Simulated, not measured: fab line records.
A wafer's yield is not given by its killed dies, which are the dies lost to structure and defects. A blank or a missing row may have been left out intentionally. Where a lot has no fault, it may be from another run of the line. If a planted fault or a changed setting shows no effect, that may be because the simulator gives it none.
Which tool did it? + flow sfqLine + 14 lots (42 wafers sampled), 1 step of a 325-step route

## WHAT EACH GAUGE READ, for each wafer
SFQ_I1_BOW_MEAS_912.
| lot  | measured     | on           | I1_BOW (um) |
|------|--------------|--------------|-------------|
| L328 | day 11 09:46 | filmMetro-02 | 5 0 -1      |
| L330 | day 11 20:44 | filmMetro-03 | 14 1 -2     |
| L332 | day 12 09:35 | filmMetro-01 | -7 -6 -11   |
| L333 | day 12 20:00 | filmMetro-02 | -7 -7 -5    |
| L334 | day 12 23:01 | filmMetro-03 | -5 -3 -13   |
| L335 | day 13 06:12 | filmMetro-01 | -4 1 -3     |
| L343 | day 16 14:50 | filmMetro-02 | 7 1 1       |
| L344 | day 16 22:28 | filmMetro-03 | -4 12 5     |
| L345 | day 17 04:28 | filmMetro-02 | -1 0 -1     |
| L346 | day 17 16:02 | filmMetro-02 | 3 -6 1      |
| L347 | day 17 23:16 | filmMetro-03 | 3 9 9       |
| L348 | day 18 09:16 | filmMetro-01 | -6 3 -3     |
| L349 | day 18 19:01 | filmMetro-01 | -8 -6 -11   |
| L350 | day 19 00:16 | filmMetro-02 | 22 8 14     |

## WHAT TOOL EACH LOT RAN ON (gives the tool, then ch and the chambers of the sampled wafers, and finally the start)
Record: no process step prior to these readings.

## WHAT THE TOOLS THEMSELVES READ (means of the sampled wafers that have a number; where no wafer has one, the mark that the record gives instead)
The record holds no such reading with a usual standard deviation.

## THE ANSWER, worked out from the rows above alone
Rule: what is usual is taken from the lots themselves. Put in order of their means at a reading, lots are off if they are a third of the lots or fewer, leave a main group of 4 or more, and stand apart from it by a gap of 3 or more times the standard deviation of the main group's means; of several such gaps the widest counts. A main group is skipped when, at the precision printed for the reading in the tables above, its means are all equal. A lot without any number at a reading at which 4 lots or more have one is off too. The other lots that the step has rows for count as sound. After the gauges, taken in route order, come the tools' own readings; for these a lot's mean is taken, as printed above. The first step at which some lot is off is used, and at that step the reading that is off furthest; a lot without a number counts as furthest.
No lot is off on any of the readings shown, so nothing can be concluded from this.

## WHAT THE SIMULATOR HAD PUT IN
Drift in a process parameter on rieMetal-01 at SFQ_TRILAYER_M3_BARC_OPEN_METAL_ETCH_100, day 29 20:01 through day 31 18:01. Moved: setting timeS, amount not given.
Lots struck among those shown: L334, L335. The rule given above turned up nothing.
